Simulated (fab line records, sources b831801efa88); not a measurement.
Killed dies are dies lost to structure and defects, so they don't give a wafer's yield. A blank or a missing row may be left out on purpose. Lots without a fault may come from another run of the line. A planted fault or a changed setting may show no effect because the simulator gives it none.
fab line records | flow gf180mcu
record lots=14 wafers=42 last_day=33
route steps=602 shown LVPWELL@63 VT_IMPLANT@108 MVPSD@139
lots that met no fault: from a run of the same line without faults
start_h: hours from the record's first day to the start of the lot's first wafer shown | wait_h: hours since the lot's step before | " the same as in the row above | L1.1+2: a row that stands for several wafers | - no value, or no start given | * or withheld: withheld | < > ~ a bound
route shown NAME@n: a module of which the file shows steps, and the number in the route of the first | usual: mean/standard deviation of fault-free wafers | same: alike in all rows | chamber/n: place in a boat | sites: the reading at each site | _std_site: their standard deviation | _edge_site: outer sites' mean less inner sites' | radius_mm: how far each site lies from the wafer's centre | mask NAME#n: copy n | behind: the tool/chamber that last shaped the wafer | hold: why the lot was held/for how many hours/how that ended | device: the transistor (n, p or np) that didn't switch | end of line: the same wafers' tests at the end of the route | a step without rows: its recipe alone | killed: dies lost to structure and defects at the first sort, not the wafer's yield | map: a wafer's dies, x killed, . not, _ none there
set.NAME: the setting as run; set.NAME@STEP: as run at that earlier step | model.NAME: the simulator's own value behind a step, which no gauge read
steps of the route over a sample of lots; a table a step, a row a wafer
services: from which hour (start_h, from the record's first day; less than 0 if before it) a tool's chamber was out of use, for how many hours, and why
## steps
# step GF_LVPWELL_IMPLANT_09
# recipe species=B energy_kev=60 dose_cm2=5e+12 tilt_deg=0
# columns lot.wafer tool chamber start_h wait_h
L260.1+3+6 implanter-03 0 77.51 0.1
L261.1+2+3 implanter-01 0 85.41 0.1
L263.1+2+3 implanter-04 0 107.70 0.1
L264.3+4+6 implanter-04 0 110.76 0.1
L266.1+3+4 implanter-03 0 115.75 0.1
L267.2+3+5 implanter-01 0 124.44 0.1
L268.1+2+3 implanter-04 0 126.41 0.1
L269.3+4+6 implanter-01 0 132.91 0.2
L270.1+4+5 implanter-03 0 135.21 0.1
L271.3+4+6 implanter-03 0 141.16 0.1
L272.3+5+6 implanter-03 0 148.30 0.1
L273.1+2+4 implanter-03 0 154.26 0.1
L274.1+3+4 implanter-03 0 158.76 0.1
L276.3+5+6 implanter-03 0 170.11 0.1
# step GF_VT_IMPLANT_OVL_MEAS_18
# usual VT_IMPLANT_01_OVL=0.2/1.3
# columns lot.wafer tool chamber start_h wait_h VT_IMPLANT_01_OVL[nm]
L260.1 overlay-02 - 136.97 0.1 0.8
L260.3 " - " " -1.1
L260.6 " - " " -0.3
L261.1 overlay-01 - 145.12 0.1 2.5
L261.2 " - " " -1.1
L261.3 " - " " -0.7
L263.1 overlay-01 - 169.91 0.1 0.3
L263.2 " - " " -0.2
L263.3 " - " " 1.5
L264.3 overlay-02 - 172.17 0.1 0.2
L264.4 " - " " -1.1
L264.6 " - " " -1.7
L266.1 overlay-02 - 178.46 0.1 0.8
L266.3 " - " " 1.3
L266.4 " - " " 0.8
L267.2 overlay-02 - 187.28 0.1 -0.8
L267.3 " - " " -0.5
L267.5 " - " " -1.1
L268.1 overlay-01 - 189.57 0.1 -1.4
L268.2 " - " " -0.3
L268.3 " - " " 1.9
L269.3 overlay-01 - 196.08 0.1 -0.2
L269.4 " - " " 0.8
L269.6 " - " " -1.4
L270.1 overlay-01 - 197.21 0.1 0.6
L270.4 " - " " 1.3
L270.5 " - " " 1.0
L271.3 overlay-02 - 205.73 0.1 -2.0
L271.4 " - " " 0.8
L271.6 " - " " -1.0
L272.3 overlay-02 - 213.52 0.1 1.3
L272.5 " - " " 1.0
L272.6 " - " " 2.0
L273.1 overlay-01 - 218.71 0.1 -1.6
L273.2 " - " " -2.4
L273.4 " - " " -2.1
L274.1 overlay-01 - 225.16 0.1 0.4
L274.3 " - " " 0.5
L274.4 " - " " 1.3
L276.3 overlay-02 - 237.37 0.1 -2.2
L276.5 " - " " 0.2
L276.6 " - " " 0.1
# step GF_VT_IMPLANT_TW_MEAS_21
# usual VT_IMPLANT_2_TW=1207/7.8
# columns lot.wafer tool chamber start_h wait_h VT_IMPLANT_2_TW
L260.1 film_metro-01 - 137.26 0.1 1211
L260.3 " - " " 1214
L260.6 " - " " 1205
L261.1 film_metro-02 - 145.41 0.1 1192
L261.2 " - " " 1193
L261.3 " - " " 1192
L263.1 film_metro-03 - 170.19 0.1 1212
L263.2 " - " " 1207
L263.3 " - " " 1212
L264.3 film_metro-03 - 172.46 0.1 1214
L264.4 " - " " 1215
L264.6 " - " " 1209
L266.1 film_metro-03 - 178.74 0.1 1211
L266.3 " - " " 1214
L266.4 " - " " 1213
L267.2 film_metro-01 - 187.57 0.1 1210
L267.3 " - " " 1204
L267.5 " - " " 1207
L268.1 film_metro-03 - 189.86 0.1 1210
L268.2 " - " " 1211
L268.3 " - " " 1215
L269.3 film_metro-01 - 196.38 0.1 1213
L269.4 " - " " 1217
L269.6 " - " " 1208
L270.1 film_metro-01 - 197.49 0.1 1209
L270.4 " - " " 1213
L270.5 " - " " 1213
L271.3 film_metro-03 - 206.03 0.1 1210
L271.4 " - " " 1207
L271.6 " - " " 1208
L272.3 film_metro-01 - 213.81 0.1 1211
L272.5 " - " " 1208
L272.6 " - " " 1209
L273.1 film_metro-02 - 218.99 0.1 1197
L273.2 " - " " 1194
L273.4 " - " " 1185
L274.1 film_metro-02 - 225.44 0.1 1193
L274.3 " - " " 1197
L274.4 " - " " 1198
L276.3 film_metro-01 - 237.66 0.1 1211
L276.5 " - " " 1211
L276.6 " - " " 1209
# step GF_VT_IMPLANT_OVL_MEAS_29
# usual VT_IMPLANT_02_OVL=-1.4/1.3
# columns lot.wafer tool chamber start_h wait_h VT_IMPLANT_02_OVL[nm]
L260.1 overlay-02 - 152.11 0.1 -1.8
L260.3 " - " " -2.1
L260.6 " - " " 0.7
L261.1 overlay-01 - 160.26 0.1 -4.0
L261.2 " - " " -1.6
L261.3 " - " " -2.5
L263.1 overlay-02 - 185.06 0.1 -0.4
L263.2 " - " " -1.4
L263.3 " - " " -1.2
L264.3 overlay-01 - 188.37 0.1 -3.3
L264.4 " - " " -3.0
L264.6 " - " " -2.2
L266.1 overlay-02 - 194.52 0.1 -1.9
L266.3 " - " " -1.8
L266.4 " - " " -1.6
L267.2 overlay-01 - 204.16 0.1 -1.6
L267.3 " - " " 0.8
L267.5 " - " " -1.4
L268.1 overlay-01 - 205.81 0.1 -3.1
L268.2 " - " " -1.3
L268.3 " - " " -1.3
L269.3 overlay-02 - 213.68 0.1 -2.8
L269.4 " - " " -2.6
L269.6 " - " " -3.8
L270.1 overlay-01 - 215.01 0.1 1.3
L270.4 " - " " 0.1
L270.5 " - " " 0.7
L271.3 overlay-02 - 223.42 0.1 -2.8
L271.4 " - " " -1.6
L271.6 " - " " 0.4
L272.3 overlay-01 - 231.92 0.1 0.6
L272.5 " - " " -0.4
L272.6 " - " " -0.8
L273.1 overlay-01 - 236.57 0.1 -2.2
L273.2 " - " " -0.5
L273.4 " - " " -3.7
L274.1 overlay-02 - 243.32 0.1 0.3
L274.3 " - " " -1.9
L274.4 " - " " 0.5
L276.3 overlay-02 - 256.37 0.1 -1.0
L276.5 " - " " -1.3
L276.6 " - " " -1.4
# step GF_VT_IMPLANT_RS_MEAS_48
# recipe thk_meas_gauge=four-point-probe
# usual LVPWELL_RS=1196.7/2.9
# columns lot.wafer tool chamber start_h wait_h hold LVPWELL_RS[ohm/sq]
L260.1 film_metro-01 - 167.90 0.1 - 1193.2
L260.3 " - " " - 1191.3
L260.6 " - " " - 1194.9
L261.1 film_metro-04 - 176.08 0.1 - 1200.0
L261.2 " - " " - 1198.4
L261.3 " - " " - 1201.9
L263.1 film_metro-02 - 201.11 0.1 - 1197.9
L263.2 " - " " - 1199.5
L263.3 " - " " - 1197.2
L264.3 film_metro-04 - 205.78 0.1 - 1195.0
L264.4 " - " " - 1196.3
L264.6 " - " " - 1196.5
L266.1 film_metro-04 - 212.21 0.1 - 1201.7
L266.3 " - " " - 1200.6
L266.4 " - " " - 1201.3
L267.2 film_metro-02 - 221.51 0.1 - 1191.4
L267.3 " - " " - 1192.5
L267.5 " - " " - 1194.8
L268.1 film_metro-01 - 224.44 0.1 - 1196.1
L268.2 " - " " - 1198.8
L268.3 " - " " - 1197.1
L269.3 film_metro-01 - 232.73 0.1 - 1202.3
L269.4 " - " " - 1198.7
L269.6 " - " " - 1198.5
L270.1 film_metro-01 - 233.71 0.1 - 1199.1
L270.4 " - " " - 1199.9
L270.5 " - " " - 1193.6
L271.3 film_metro-02 - 242.85 0.1 - 1195.8
L271.4 " - " " - 1197.4
L271.6 " - " " - 1195.3
L272.3 film_metro-04 - 251.05 0.1 - 1194.7
L272.5 " - " " - 1195.9
L272.6 " - " " - 1195.0
L273.1 film_metro-01 - 256.44 0.1 await_dispo/0.2h/release 1210.1
L273.2 " - " " await_dispo/0.2h/release 1208.7
L273.4 " - " " await_dispo/0.2h/release 1207.5
L273.1 film_metro-01 - 256.74 0.3 - 1208.5
L273.2 " - " " - 1209.3
L273.4 " - " " - 1207.8
L274.1 film_metro-02 - 263.81 0.1 - 1206.2
L274.3 " - " " - 1205.4
L274.4 " - " " - 1202.5
L276.3 film_metro-04 - 276.59 0.1 await_dispo/0.2h/release 1210.5
L276.5 " - " " await_dispo/0.2h/release 1211.1
L276.6 " - " " await_dispo/0.2h/release 1207.8
L276.3 film_metro-04 - 276.88 0.3 - 1210.6
L276.5 " - " " - 1210.0
L276.6 " - " " - 1208.2
# step GF_VT_IMPLANT_RS_MEAS_49
# recipe thk_meas_gauge=four-point-probe
# usual MVPSD_RS=1169/3.6
# columns lot.wafer tool chamber start_h wait_h hold MVPSD_RS[ohm/sq]
L260.1 film_metro-01 - 168.02 0.1 - 1168
L260.3 " - " " - 1167
L260.6 " - " " - 1170
L261.1 film_metro-04 - 176.20 0.1 - 1170
L261.2 " - " " - 1170
L261.3 " - " " - 1173
L263.1 film_metro-02 - 201.23 0.1 - 1170
L263.2 " - " " - 1169
L263.3 " - " " - 1170
L264.3 film_metro-04 - 205.90 0.1 - 1170
L264.4 " - " " - 1169
L264.6 " - " " - 1166
L266.1 film_metro-04 - 212.33 0.1 - 1170
L266.3 " - " " - 1173
L266.4 " - " " - 1176
L267.2 film_metro-02 - 221.63 0.1 - 1169
L267.3 " - " " - 1169
L267.5 " - " " - 1170
L268.1 film_metro-01 - 224.56 0.1 - 1168
L268.2 " - " " - 1167
L268.3 " - " " - 1171
L269.3 film_metro-01 - 232.85 0.1 - 1171
L269.4 " - " " - 1171
L269.6 " - " " - 1172
L270.1 film_metro-01 - 233.83 0.1 - 1169
L270.4 " - " " - 1170
L270.5 " - " " - 1171
L271.3 film_metro-02 - 242.97 0.1 - 1167
L271.4 " - " " - 1171
L271.6 " - " " - 1170
L272.3 film_metro-04 - 251.17 0.1 - 1174
L272.5 " - " " - 1174
L272.6 " - " " - 1171
L273.1 film_metro-01 - 258.89 2.1 await_dispo/2.0h/release 1170
L273.2 " - " " await_dispo/2.0h/release 1165
L273.4 " - " " await_dispo/2.0h/release 1168
L274.1 film_metro-02 - 263.93 0.1 - 1166
L274.3 " - " " - 1167
L274.4 " - " " - 1166
L276.3 film_metro-04 - 279.86 3.0 await_dispo/2.9h/release 1172
L276.5 " - " " await_dispo/2.9h/release 1176
L276.6 " - " " await_dispo/2.9h/release 1172
## services
# columns tool chamber start_h hours kind
implanter-04 - 70.32 5.6 repair
implanter-04 - 113.13 3.7 repair
implanter-04 - 127.62 6.6 repair
implanter-04 - 145.65 4.4 repair
## key
first_sign step=GF_VT_IMPLANT_RS_MEAS_48 reading=LVPWELL_RS direction=up sigmas=3.8 usual=1196.7 struck=1207.8
effect step=GF_VT_IMPLANT_RS_MEAS_48 reading=hold direction=added
met_at GF_LVPWELL_IMPLANT_09
struck_lots L273,L274,L276
tester_left_out L273,L274,L276
not_acting_at GF_VT_IMPLANT_OVL_MEAS_18,GF_VT_IMPLANT_TW_MEAS_21,GF_VT_IMPLANT_OVL_MEAS_29
onset_between 148.30 154.26
also_fits time
fault kind=process_parameter_drift tool=implanter-03 chamber=- onset_h=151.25 steps=GF_LVPWELL_IMPLANT_09 channel=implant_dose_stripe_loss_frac offset=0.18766 shape=step end_h=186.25
# tester_left_out: of these lots the tester's yield and bins aren't shown, on N5 and GAA mostly nor the transistor test; their killed dies are dies lost to structure and defects alone, not to doping, threshold or leakage, so they don't give the yield
